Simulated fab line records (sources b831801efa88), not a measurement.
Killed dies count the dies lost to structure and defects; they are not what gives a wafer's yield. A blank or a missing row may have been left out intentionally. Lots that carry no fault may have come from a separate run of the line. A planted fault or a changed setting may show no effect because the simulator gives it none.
2 desks looking at one fault :: flow gf180mcu :: numbers are kept per desk, each desk with only its own; the story behind them comes last

== TOOL OWNER'S DESK, implanter-01 ==
For each lot that ran on this tool, the mean over its sampled wafers that have a number, from the tool's own readings at GF_HV_LDD_IMPLANT_21. If a lot's mean is further than 4 standard deviations from the usual mean, the lot is out of limits and carries the mark OUT (the distance appears in the brackets).
Columns: A = beam on s at GF_HV_LDD_IMPLANT_21, usual 10.01 s; B = tilt deg at GF_HV_LDD_IMPLANT_21, usual 7.001 degrees
lot: L933
first seen here: day 14 03:39
A: 9.85
B: 7.008

lot: L934
first seen here: day 14 10:51
A: 9.89
B: 7.000

lot: L936
first seen here: day 15 04:53
A: 10.05
B: 6.431 (-29) OUT

lot: L937
first seen here: day 15 09:47
A: 9.94
B: 6.434 (-28) OUT

lot: L938
first seen here: day 15 17:46
A: 10.09
B: 6.417 (-29) OUT

lot: L946
first seen here: day 18 08:23
A: 9.98
B: 6.967
This desk's verdict: out of limits on L936, L937, L938, starting with L936 at day 15 04:53 (tilt deg at GF_HV_LDD_IMPLANT_21). In limits: L933, L934, L946.

== AT THE METROLOGY DESK ==
Lot by lot, what the gauges showed, no matter which tool ran the lot: averages of those sampled wafers that carry a number. If a lot's mean is further than 4 standard deviations from the usual mean, the lot is out of limits and carries the mark OUT (the distance appears in the brackets).
Columns: A = NSD_TW at GF_NSD_TW_MEAS_12, usual 4245
lot: L923
first seen here: day 13 09:26
A: 4216

lot: L925
first seen here: day 14 00:19
A: 4275

lot: L929
first seen here: day 15 17:14
A: 4242

lot: L930
first seen here: day 15 19:05
A: 4251

lot: L932
first seen here: day 16 23:34
A: 4202

lot: L933
first seen here: day 17 00:49
A: 4242

lot: L934
first seen here: day 17 08:25
A: 4202

lot: L936
first seen here: day 18 04:58
A: 4265

lot: L937
first seen here: day 18 10:25
A: 4273

lot: L938
first seen here: day 18 18:31
A: 4237

lot: L944
first seen here: day 20 14:52
A: 4238

lot: L945
first seen here: day 21 04:20
A: 4302

lot: L946
first seen here: day 21 14:10
A: 4253
Result from this desk: across the 13 lots, nothing is out of limits.

== TAKEN TOGETHER ==
An alarm could have come from the tool owner's desk at day 15 04:53, on L936, L937, L938.
Metrology desk: nothing out of limits seen.
The metrology desk holds a record of L936, L937, L938, inside its limits.
All the named lots went through GF_HV_LDD_IMPLANT_21 on implanter-01.

== WHAT THE SIMULATOR HAD PUT IN ==
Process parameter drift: implanter-01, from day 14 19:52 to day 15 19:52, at GF_HV_LDD_IMPLANT_21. Setting tilt deg, moved by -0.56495, from 7. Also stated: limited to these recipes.
Shown lots that were struck: L936, L937, L938.
How many hours passed from the start of the fault until each desk's first out-of-limits reading: the tool owner's desk, 9.
